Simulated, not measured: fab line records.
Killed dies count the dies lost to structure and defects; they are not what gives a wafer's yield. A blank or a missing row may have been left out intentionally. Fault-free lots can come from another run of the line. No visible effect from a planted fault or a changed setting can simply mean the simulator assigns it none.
fab line records ; flow gf180mcu
[record] lots = 13; wafers = 39; lastDay = 34
route steps=602 shown PSD@258 SAB@264 SALICIDE@280
lots untouched by any fault: they come from a run of this same line in which no faults occurred
startH: hours from the record's first day to the start of the lot's first wafer shown ; waitH: hours from the lot's prior step to this one ; " repeats the value in the row above ; L1.1+2: a single row standing in for several wafers ; - either no value or no given start ; * or withheld: withheld ; < > ~ a bound
route shown NAME@n: names a module that has steps shown in the file, with the first one's number in the route ; usual: mean and standard deviation over wafers with no fault ; same: alike in all rows ; chamber/n: place in a boat ; sites: each site's reading ; _std_site: the values' standard deviation ; _edge_site: mean of outer sites minus mean of inner sites ; radiusMm: how far each site lies from the wafer's centre ; mask NAME#n: copy n ; behind: the tool/chamber that last shaped the wafer ; hold: why the lot went on hold/how many hours it stayed there/how the hold came to an end ; device: names the non-switching transistor (n, p or np) ; end of line: the route-end tests of the same wafers ; where a step has no rows: the recipe by itself ; killed: count of dies lost to structure and defects at first sort (not the wafer's yield) ; map: dies across one wafer; x = killed, . = not, _ = none there
set.NAME: the setting that was run; set.NAME@STEP: the one run at that earlier step ; model.NAME: the simulator's own value behind a step, which no gauge read
a sample of lots followed through the steps of the route, with each step as a table and each wafer as a row
services: a tool's chamber out of use, with start hour (startH, from the record's first day; less than 0 if before it), hours out, and reason
[[steps]]
[step GF_PSD_STRIP_10]
[recipe] chemistry = O2/N2; powerW = 1400; pressureMtorr = 1500; platenTempC = 250; o2FlowSccm = 3000; n2FlowSccm = 300; overashFraction = 0.5
[usual] drypumpMotorCurrentA = 5.7/0.48; heaterPowerW = 345/38; oesProductAu = 0.591/0.0049; stripTimeToEndpointS = 16.54/0.039
lot.wafer;tool;chamber;startH;waitH;drypumpMotorCurrentA;heaterPowerW;oesProductAu;rfHoursCounterH;stripTimeToEndpointS
L326.1;plasmaAsher-01;1;327.15;0.1;5.6;394;0.583;68;16.50
L326.2;plasmaAsher-01;0;327.15;0.1;6.7;345;0.600;68;16.53
L326.4;plasmaAsher-01;0;327.15;0.1;6.7;355;0.595;-;16.48
L327.2;plasmaAsher-01;1;334.92;0.1;5.6;389;0.592;69;16.52
L327.3;plasmaAsher-01;0;334.92;0.1;6.7;343;0.586;-;16.50
L327.4;plasmaAsher-01;1;334.92;0.1;5.6;377;0.594;-;16.55
L328.2;plasmaAsher-03;1;342.75;0.1;5.1;334;0.587;23;16.52
L328.3;plasmaAsher-03;0;342.75;0.1;5.5;313;0.599;-;16.49
L328.6;plasmaAsher-03;1;342.75;0.1;5.1;333;0.592;-;16.49
L332.3;plasmaAsher-04;0;378.55;0.1;6.1;311;0.590;-;16.51
L332.4;plasmaAsher-04;1;378.55;0.1;5.6;396;0.595;-;16.52
L332.6;plasmaAsher-04;0;378.55;0.1;6.1;302;0.587;-;16.57
L335.1;plasmaAsher-03;0;407.97;0.1;5.5;314;0.596;29;16.56
L335.2;plasmaAsher-03;1;407.97;0.1;5.1;339;0.595;29;16.57
L335.5;plasmaAsher-03;1;407.97;0.1;5.1;335;0.596;-;16.52
L336.1;plasmaAsher-03;1;413.72;0.1;5.1;337;0.590;30;16.59
L336.3;plasmaAsher-03;1;413.72;0.1;5.1;334;0.580;-;16.60
L336.6;plasmaAsher-03;1;413.72;0.1;5.1;346;0.584;-;16.60
L337.2;plasmaAsher-04;0;416.35;0.1;6.2;308;0.599;60;16.52
L337.4;plasmaAsher-04;1;416.35;0.1;5.6;409;0.600;-;16.49
L337.6;plasmaAsher-04;0;416.35;0.1;6.1;308;0.592;-;16.50
L338.1;plasmaAsher-04;0;423.50;0.1;6.1;306;0.594;61;16.62
L338.4;plasmaAsher-04;1;423.50;0.1;5.7;395;0.592;-;16.55
L338.6;plasmaAsher-04;0;423.50;0.1;6.1;303;0.595;-;16.57
L339.1;plasmaAsher-04;0;436.47;0.1;6.1;311;0.597;63;16.59
L339.3;plasmaAsher-04;0;436.47;0.1;6.1;308;0.595;-;16.56
L339.6;plasmaAsher-04;0;436.47;0.1;6.1;306;0.597;-;16.56
L345.1;plasmaAsher-03;0;495.87;0.1;5.5;312;0.592;39;16.53
L345.2;plasmaAsher-03;1;495.87;0.1;5.1;337;0.583;39;16.58
L345.5;plasmaAsher-03;0;495.87;0.1;5.5;311;0.591;-;16.56
L346.3;plasmaAsher-04;0;500.55;0.1;6.2;317;0.589;-;16.54
L346.5;plasmaAsher-04;0;500.55;0.1;6.1;308;0.598;-;16.58
L346.6;plasmaAsher-04;1;500.55;0.1;5.6;398;0.598;-;16.61
L347.2;plasmaAsher-04;1;513.62;0.1;5.6;393;0.590;69;16.57
L347.3;plasmaAsher-04;1;513.62;0.1;5.6;393;0.595;-;16.49
L347.6;plasmaAsher-04;1;513.62;0.1;5.6;396;0.596;-;16.53
L348.2;plasmaAsher-03;1;517.32;0.1;5.1;333;0.597;41;16.56
L348.3;plasmaAsher-03;0;517.32;0.1;5.5;305;0.585;-;16.55
L348.6;plasmaAsher-03;0;517.32;0.1;5.5;309;0.591;-;16.55
[step GF_SAB_CVD_00]
[recipe] material = SiO2; targetThkNm = 50; precursor = TEOS; tempC = 400; timeS = 4.9302; rfW = 600
[usual] heaterPowerW = 667/75; rfFwdPowerW = 586.1/2.5
lot.wafer;tool;chamber;startH;waitH;heaterPowerW;rfFwdPowerW
L326.1;pecvd-01;0;327.68;0.1;709;586.3
L326.2;pecvd-01;1;327.68;0.1;641;587.8
L326.4;pecvd-01;1;327.68;0.1;644;584.9
L327.2;pecvd-04;0;335.46;0.1;581;583.2
L327.3;pecvd-04;1;335.46;0.1;566;582.4
L327.4;pecvd-04;0;335.46;0.1;590;585.5
L328.2;pecvd-03;0;343.28;0.1;683;585.2
L328.3;pecvd-03;1;343.28;0.1;700;588.4
L328.6;pecvd-03;0;343.28;0.1;712;587.1
L332.3;pecvd-04;1;379.05;0.1;589;584.7
L332.4;pecvd-04;1;379.05;0.1;601;586.4
L332.6;pecvd-04;2;379.05;0.1;823;585.9
L335.1;pecvd-03;0;408.50;0.1;801;586.6
L335.2;pecvd-03;2;408.50;0.1;695;588.3
L335.5;pecvd-03;0;408.50;0.1;818;587.2
L336.1;pecvd-03;1;414.25;0.1;663;589.2
L336.3;pecvd-03;0;414.25;0.1;716;588.6
L336.6;pecvd-03;0;414.25;0.1;741;586.0
L337.2;pecvd-04;1;416.88;0.1;667;586.4
L337.4;pecvd-04;0;416.88;0.1;612;585.9
L337.6;pecvd-04;2;416.88;0.1;736;582.8
L338.1;pecvd-03;1;424.03;0.1;720;582.4
L338.4;pecvd-03;0;424.03;0.1;670;588.7
L338.6;pecvd-03;1;424.03;0.1;717;583.2
L339.1;pecvd-01;2;437.01;0.1;635;585.7
L339.3;pecvd-01;0;437.01;0.1;700;585.2
L339.6;pecvd-01;1;437.01;0.1;598;585.1
L345.1;pecvd-04;2;496.40;0.1;828;584.9
L345.2;pecvd-04;1;496.40;0.1;544;586.8
L345.5;pecvd-04;0;496.40;0.1;615;584.9
L346.3;pecvd-01;2;501.05;0.1;606;583.8
L346.5;pecvd-01;0;501.05;0.1;660;587.5
L346.6;pecvd-01;2;501.05;0.1;600;582.9
L347.2;pecvd-03;2;514.15;0.1;703;591.5
L347.3;pecvd-03;1;514.15;0.1;726;585.5
L347.6;pecvd-03;2;514.15;0.1;706;590.1
L348.2;pecvd-03;0;517.85;0.1;712;589.3
L348.3;pecvd-03;1;517.85;0.1;616;582.8
L348.6;pecvd-03;1;517.85;0.1;630;584.4
[step GF_SAB_THK_MEAS_01]
[recipe] reads = SiO2_of_SAB_CVD_00
[usual] SAB_CVD_00_THK = 49.9/0.62
lot.wafer;tool;chamber;startH;waitH;SAB_CVD_00_THK[nm]
L326.1;filmMetro-03;-;327.71;0.0;49.1
L326.2;filmMetro-03;-;327.71;0.0;50.0
L326.4;filmMetro-03;-;327.71;0.0;50.4
L327.2;filmMetro-04;-;335.49;0.0;49.6
L327.3;filmMetro-04;-;335.49;0.0;48.8
L327.4;filmMetro-04;-;335.49;0.0;51.1
L328.2;filmMetro-01;-;343.31;0.0;49.8
L328.3;filmMetro-01;-;343.31;0.0;49.6
L328.6;filmMetro-01;-;343.31;0.0;50.5
L332.3;filmMetro-04;-;379.09;0.0;49.9
L332.4;filmMetro-04;-;379.09;0.0;51.3
L332.6;filmMetro-04;-;379.09;0.0;50.7
L335.1;filmMetro-03;-;408.52;0.0;49.5
L335.2;filmMetro-03;-;408.52;0.0;49.4
L335.5;filmMetro-03;-;408.52;0.0;50.2
L336.1;filmMetro-03;-;414.27;0.0;49.6
L336.3;filmMetro-03;-;414.27;0.0;49.2
L336.6;filmMetro-03;-;414.27;0.0;50.2
L337.2;filmMetro-03;-;416.91;0.0;49.3
L337.4;filmMetro-03;-;416.91;0.0;50.5
L337.6;filmMetro-03;-;416.91;0.0;49.0
L338.1;filmMetro-01;-;424.05;0.0;50.0
L338.4;filmMetro-01;-;424.05;0.0;50.6
L338.6;filmMetro-01;-;424.05;0.0;51.2
L339.1;filmMetro-03;-;437.02;0.0;49.3
L339.3;filmMetro-03;-;437.02;0.0;49.3
L339.6;filmMetro-03;-;437.02;0.0;51.0
L345.1;filmMetro-03;-;496.42;0.0;49.0
L345.2;filmMetro-03;-;496.42;0.0;49.6
L345.5;filmMetro-03;-;496.42;0.0;50.0
L346.3;filmMetro-01;-;501.09;0.0;48.8
L346.5;filmMetro-01;-;501.09;0.0;49.7
L346.6;filmMetro-01;-;501.09;0.0;49.4
L347.2;filmMetro-01;-;514.18;0.0;49.8
L347.3;filmMetro-01;-;514.18;0.0;50.5
L347.6;filmMetro-01;-;514.18;0.0;49.6
L348.2;filmMetro-03;-;517.88;0.0;49.3
L348.3;filmMetro-03;-;517.88;0.0;50.0
L348.6;filmMetro-03;-;517.88;0.0;50.0
[step GF_SALICIDE_SPUTTER_02]
[recipe] material = Co; targetThkNm = 10; powerW = 1000; timeS = 20; chamberPressurePa = 0.4
[usual] throttleValvePct = 29.6/0.78
lot.wafer;tool;chamber;startH;waitH;throttleValvePct
L326.1;pvdSputter-02;-;349.38;0.0;30.2
L326.2;pvdSputter-02;-;349.38;0.0;29.3
L326.4;pvdSputter-02;-;349.38;0.0;29.2
L327.2;pvdSputter-01;-;357.51;0.0;31.3
L327.3;pvdSputter-01;-;357.51;0.0;28.6
L327.4;pvdSputter-01;-;357.51;0.0;29.5
L328.2;pvdSputter-02;-;365.21;0.0;29.4
L328.3;pvdSputter-02;-;365.21;0.0;30.2
L328.6;pvdSputter-02;-;365.21;0.0;30.2
L332.3;pvdSputter-04;-;402.51;0.0;30.1
L332.4;pvdSputter-04;-;402.51;0.0;29.8
L332.6;pvdSputter-04;-;402.51;0.0;28.8
L335.1;pvdSputter-02;-;433.09;0.0;29.6
L335.2;pvdSputter-02;-;433.09;0.0;30.1
L335.5;pvdSputter-02;-;433.09;0.0;29.3
L336.1;pvdSputter-04;-;438.59;0.0;29.6
L336.3;pvdSputter-04;-;438.59;0.0;28.7
L336.6;pvdSputter-04;-;438.59;0.0;29.0
L337.2;pvdSputter-01;-;441.67;0.0;28.3
L337.4;pvdSputter-01;-;441.67;0.0;31.5
L337.6;pvdSputter-01;-;441.67;0.0;29.5
L338.1;pvdSputter-04;-;448.71;0.0;30.3
L338.4;pvdSputter-04;-;448.71;0.0;30.1
L338.6;pvdSputter-04;-;448.71;0.0;28.9
L339.1;pvdSputter-01;-;461.85;0.0;29.1
L339.3;pvdSputter-01;-;461.85;0.0;29.3
L339.6;pvdSputter-01;-;461.85;0.0;29.3
L345.1;pvdSputter-01;-;520.15;0.0;28.3
L345.2;pvdSputter-01;-;520.15;0.0;29.2
L345.5;pvdSputter-01;-;520.15;0.0;28.9
L346.3;pvdSputter-01;-;524.64;0.0;29.6
L346.5;pvdSputter-01;-;524.64;0.0;29.4
L346.6;pvdSputter-01;-;524.64;0.0;31.4
L347.2;pvdSputter-02;-;538.24;0.0;29.4
L347.3;pvdSputter-02;-;538.24;0.0;30.1
L347.6;pvdSputter-02;-;538.24;0.0;30.4
L348.2;pvdSputter-02;-;541.30;0.0;29.3
L348.3;pvdSputter-02;-;541.30;0.0;29.2
L348.6;pvdSputter-02;-;541.30;0.0;30.3
[step GF_SALICIDE_RS_MEAS_04]
[recipe] thkMeasGauge = four-point-probe; reads = TiN_of_SALICIDE_SPUTTER_03+Co_of_SALICIDE_SPUTTER_02
[usual] SALICIDE_TIN_RS = 16.41/0.27
lot.wafer;tool;chamber;startH;waitH;hold;SALICIDE_TIN_RS[ohm/sq]
L326.1;filmMetro-02;-;349.44;0.0;-;16.63
L326.2;filmMetro-02;-;349.44;0.0;-;16.57
L326.4;filmMetro-02;-;349.44;0.0;-;16.40
L327.2;filmMetro-03;-;357.58;0.0;-;16.63
L327.3;filmMetro-03;-;357.58;0.0;-;16.62
L327.4;filmMetro-03;-;357.58;0.0;-;16.48
L328.2;filmMetro-03;-;365.28;0.0;-;16.50
L328.3;filmMetro-03;-;365.28;0.0;-;16.16
L328.6;filmMetro-03;-;365.28;0.0;-;16.54
L332.3;filmMetro-03;-;402.60;0.1;-;16.59
L332.4;filmMetro-03;-;402.60;0.1;-;16.27
L332.6;filmMetro-03;-;402.60;0.1;-;16.61
L335.1;filmMetro-02;-;433.15;0.0;-;16.63
L335.2;filmMetro-02;-;433.15;0.0;-;16.73
L335.5;filmMetro-02;-;433.15;0.0;-;16.69
L336.1;filmMetro-03;-;438.65;0.0;-;15.58
L336.3;filmMetro-03;-;438.65;0.0;-;15.73
L336.6;filmMetro-03;-;438.65;0.0;-;15.79
L337.2;filmMetro-03;-;441.74;0.0;-;16.47
L337.4;filmMetro-03;-;441.74;0.0;-;16.20
L337.6;filmMetro-03;-;441.74;0.0;-;16.40
L338.1;filmMetro-03;-;448.76;0.0;-;16.25
L338.4;filmMetro-03;-;448.76;0.0;-;16.01
L338.6;filmMetro-03;-;448.76;0.0;-;16.26
L339.1;filmMetro-02;-;461.91;0.0;-;16.04
L339.3;filmMetro-02;-;461.91;0.0;-;16.12
L339.6;filmMetro-02;-;461.91;0.0;-;16.07
L345.1;filmMetro-01;-;520.21;0.0;awaitDispo/0.2h/release;11.88
L345.2;filmMetro-01;-;520.21;0.0;awaitDispo/0.2h/release;11.97
L345.5;filmMetro-01;-;520.21;0.0;awaitDispo/0.2h/release;11.82
L345.1;filmMetro-01;-;520.49;0.3;-;11.89
L345.2;filmMetro-01;-;520.49;0.3;-;11.97
L345.5;filmMetro-01;-;520.49;0.3;-;11.83
L346.3;filmMetro-02;-;524.73;0.1;awaitDispo/0.2h/release;11.81
L346.5;filmMetro-02;-;524.73;0.1;awaitDispo/0.2h/release;11.74
L346.6;filmMetro-02;-;524.73;0.1;awaitDispo/0.2h/release;11.79
L346.3;filmMetro-02;-;525.02;0.3;-;11.82
L346.5;filmMetro-02;-;525.02;0.3;-;11.74
L346.6;filmMetro-02;-;525.02;0.3;-;11.79
L347.2;filmMetro-03;-;538.32;0.0;-;16.19
L347.3;filmMetro-03;-;538.32;0.0;-;16.03
L347.6;filmMetro-03;-;538.32;0.0;-;16.08
L348.2;filmMetro-03;-;541.38;0.0;-;15.91
L348.3;filmMetro-03;-;541.38;0.0;-;16.16
L348.6;filmMetro-03;-;541.38;0.0;-;15.99
[[services]]
tool;chamber;startH;hours;kind
plasmaAsher-01;-;304.34;0.5;repair
pecvd-03;-;314.56;0.7;repair
pecvd-01;2;317.06;16.4;repair
pecvd-03;-;335.82;1.5;repair
pecvd-03;-;368.88;14.0;pm
pecvd-03;0;368.88;14.0;ventCycle
pecvd-03;1;368.88;14.0;ventCycle
pecvd-03;2;368.88;14.0;ventCycle
pvdSputter-01;-;385.15;7.9;repair
pecvd-01;-;407.58;28.1;pm
pecvd-04;-;408.34;2.8;pm
plasmaAsher-01;-;421.25;9.0;pm
plasmaAsher-04;-;427.98;0.6;repair
plasmaAsher-01;-;435.29;1.3;repair
plasmaAsher-03;-;444.64;0.5;repair
pvdSputter-01;-;459.55;0.6;repair
plasmaAsher-03;-;468.14;0.7;repair
plasmaAsher-04;-;474.52;2.8;pm
pecvd-04;0;478.39;5.9;repair
plasmaAsher-04;-;482.36;15.6;pm
pecvd-03;2;491.85;19.0;repair
pvdSputter-04;-;510.74;0.5;repair
plasmaAsher-01;-;512.36;2.8;pm
plasmaAsher-01;-;537.22;1.6;repair
[[key]]
[firstSign] step = GF_SALICIDE_RS_MEAS_04; reading = visit; direction = added
[effect] step = GF_SALICIDE_RS_MEAS_04; reading = SALICIDE_TIN_RS; direction = down; sigmas = 17; usual = 16.41; struck = 11.83
metAt GF_SALICIDE_SPUTTER_02
struckLots L345,L346
testerLeftOut L345,L346
notActingAt GF_PSD_STRIP_10,GF_SAB_CVD_00,GF_SAB_THK_MEAS_01
onsetBetween 461.85 520.15
[fault] kind = processParameterDrift; tool = pvdSputter-01; chamber = -; onsetH = 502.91; steps = GF_SALICIDE_SPUTTER_02; channel = targetThkNm; offset = 4.1542; shape = step; endH = 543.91; actsIn = theseRecipesOnly; stated = 10
// testerLeftOut: of these lots the tester's yield and bins aren't shown, on N5 and GAA mostly nor the transistor test; their killed dies are dies lost to structure and defects alone, not to doping, threshold or leakage, so they don't give the yield
